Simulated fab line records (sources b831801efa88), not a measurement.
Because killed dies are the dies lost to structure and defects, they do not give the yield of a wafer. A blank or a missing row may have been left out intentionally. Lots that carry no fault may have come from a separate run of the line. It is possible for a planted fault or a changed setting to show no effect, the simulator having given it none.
Problem report, 8D (eight disciplines) form, completed by code :: flow sfqLine :: the parts of the form that need people (team, actions taken, sign-off) are left out

## 1. WHAT WENT WRONG
rfFwdPowerW at SFQ_TRILAYER_M1_ETCH_METAL_ETCH_042 reads a mean of 501.5 W on 2 wafers of 2 lots; wafers without a fault read 596.5 W with a standard deviation of 2. Relative to the usual mean, that is a shift of -48 standard deviations.
The step: etches Nb in Cl2/Ar, stops on SiO2, target depth 240 nm, time 120 s.
First observed at day 26 06:21: wafer L637.5, on rieMetal-03. Wafers with a number at this step in the record: 42, from 14 lots. Rule for "out", or "out of limits": more than 4 standard deviations from the usual mean. The other wafers with a number count as sound.

## 2. WHAT IT IS; WHAT IT IS NOT
question: which readings at this step
is: rfFwdPowerW
is not: drypumpMotorCurrentA, oesProductAu

question: which lots
is: L637, L638
is not: L634, L635, L636, L648, L649, L651, L652, L653, L654, L655, L656, L657

question: which wafers of those lots
is: L637.5, L638.5
is not: L637.2, L637.6, L638.3, L638.6

question: read on which tools
is: rieMetal-03
is not: rieMetal-02, rieMetal-04

question: when
is: from day 26 06:21
is not: up to then (11 sound wafers); but 29 sound wafers of L638, L648, L649, L651, L652, L653, L654, L655, L656, L657 came after

## 3. THE SUSPECTS, EACH WITH WHAT RULES IT OUT
Counting: a tool at a process step up to the reading stays a suspect if it ran every lot that is out. Sound lots after the first of them don't rule it out here, since some wafers of a struck lot are sound.
- rieMetal-03 at SFQ_TRILAYER_M1_ETCH_METAL_ETCH_042 (etches Nb in Cl2/Ar, stops on SiO2, target depth 240 nm, time 120 s): kept. It ran every lot that is out, first L637 (day 26 06:21); its last sound lot up to then is L636 (day 25 23:09). Its own readings are out on those wafers: rfFwdPowerW.
- The sound lot-mates ran in chamber 1 of rieMetal-03 at SFQ_TRILAYER_M1_ETCH_METAL_ETCH_042, but the wafers that are out ran in chamber 0.
After counting, what remains is rieMetal-03 at SFQ_TRILAYER_M1_ETCH_METAL_ETCH_042.

## 4. THE CAUSE (what the simulator had put in)
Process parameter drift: rieMetal-03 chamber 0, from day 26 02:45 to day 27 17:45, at SFQ_TRILAYER_M1_ETCH_METAL_ETCH_042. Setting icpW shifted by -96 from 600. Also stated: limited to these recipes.
The count eliminated every tool but this one.

## 5. THE EFFECT CHAIN, in route order
Each row: a reading where the mean over the struck wafers with a number is more than 3 standard deviations away from the usual. Readings are gone through only where the record gives a usual standard deviation; hours: the median, over the lots, of the time from a lot's start at the first step in this table giving one to that lot's start at this step; sigmas: the change measured in usual standard deviations.
hours: 0
step: SFQ_TRILAYER_M1_ETCH_METAL_ETCH_042
reading: rfFwdPowerW
usual: 596.5 W
on struck wafers: 501.5
change: -95.0
sigmas: -48
Process steps it contains:
- SFQ_TRILAYER_M1_ETCH_METAL_ETCH_042: etches Nb in Cl2/Ar, stops on SiO2, target depth 240 nm, time 120 s.

## 6. WHAT WOULD HAVE CAUGHT IT SOONER
In this record the first reading out of limits was taken at day 26 06:21, 4 hours after the fault began at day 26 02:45.
